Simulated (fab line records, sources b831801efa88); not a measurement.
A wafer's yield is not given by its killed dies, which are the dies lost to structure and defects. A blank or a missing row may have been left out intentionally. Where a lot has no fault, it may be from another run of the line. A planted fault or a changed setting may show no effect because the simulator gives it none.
8D (eight disciplines) problem report, filled in by code || flow sky130 || the parts of the form that need people (team, actions taken, sign-off) are left out

## 1. THE ISSUE
At SKY_PAD_OPEN_ETCH_07, run_length_s averages 183.0 s over 4 wafers from 3 lots, while fault-free wafers read 189.3 s, standard deviation 0.42. That puts it -15 standard deviations away from the usual mean.
The step: etches the open film in CF4/O2, stops on AlCu, target depth 725 nm, time 161.1 s.
Earliest sighting: wafer L987.6 on rie_diel-03 at day 46 17:37. The record holds 18 wafers of 7 lots with a number at this step. By rule, "out" or "out of limits" means more than 4 standard deviations away from the usual mean. The rest of the wafers with a number are treated as sound.

## 2. WHAT IT IS; WHAT IT IS NOT
{"question": "which readings at this step", "is": "run_length_s", "is not": "chamber_pressure_mTorr, drypump_motor_current_A"}
{"question": "which lots", "is": "L987, L989, L994", "is not": "L103, L984, L985, L999"}
{"question": "which wafers of those lots", "is": "L987.6, L989.6, L994.3, L994.6", "is not": "L987.5, L989.4"}
{"question": "read on which tools", "is": "rie_diel-03", "is not": "rie_diel-02, rie_diel-04"}
{"question": "when", "is": "from day 46 17:37", "is not": "up to then (7 sound wafers); but 7 sound wafers of L103, L989, L999 came after"}

## 3. THE SUSPECTS, EACH WITH WHAT RULES IT OUT
Counting: if a tool at a process step up to the reading ran every lot that is out, it stays a suspect. Sound lots after the first of them don't rule it out here, since some wafers of a struck lot are sound.
- rie_diel-01 at SKY_PASSIVATION_ETCH_11 (etches the open film in CF4/O2, stops on AlCu, target depth 725 nm, time 161.1 s): kept. It processed each lot that is out (first: L987, day 45 21:05); up to then, its last sound lot is L985 (day 45 13:47).
- rie_diel-03 at SKY_PAD_OPEN_ETCH_07 (etches the open film in CF4/O2, stops on AlCu, target depth 725 nm, time 161.1 s): kept. It processed each lot that is out (first: L987, day 46 17:37); up to then, its last sound lot is L985 (day 46 10:55). On those wafers its own readings are out: run_length_s.
- Within rie_diel-03 at SKY_PAD_OPEN_ETCH_07: the wafers that are out ran in chambers 2, 3; their sound lot-mates ran in chambers 0, 1.
After counting, rie_diel-01 at SKY_PASSIVATION_ETCH_11 and rie_diel-03 at SKY_PAD_OPEN_ETCH_07 remain.

## 4. THE CAUSE (what the simulator had put in)
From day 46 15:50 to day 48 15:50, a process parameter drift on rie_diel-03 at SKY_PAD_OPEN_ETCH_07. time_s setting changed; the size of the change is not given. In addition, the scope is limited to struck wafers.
After counting, 2 suspects remain, this tool included.

## 5. SEQUENCE OF EFFECTS, ordered by route
Each row: a reading where the mean over the struck wafers with a number is more than 3 standard deviations away from the usual. Scope: only readings with a usual standard deviation given in the record; hours: median across lots of the time from each lot's start at the first step in this table that gives one to its start at this step; sigmas: change in usual standard deviations.
{"hours": 0, "step": "SKY_PAD_OPEN_ETCH_07", "reading": "run_length_s", "usual": "189.3 s", "on struck wafers": 183.0, "change": -6.3, "sigmas": -15}
Process steps it contains:
- SKY_PAD_OPEN_ETCH_07: etches the open film in CF4/O2, stops on AlCu, target depth 725 nm, time 161.1 s.

## 6. WHAT WOULD HAVE CAUGHT IT SOONER
In this record the first reading out of limits was taken at day 46 17:37, 2 hours after the fault began at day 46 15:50.
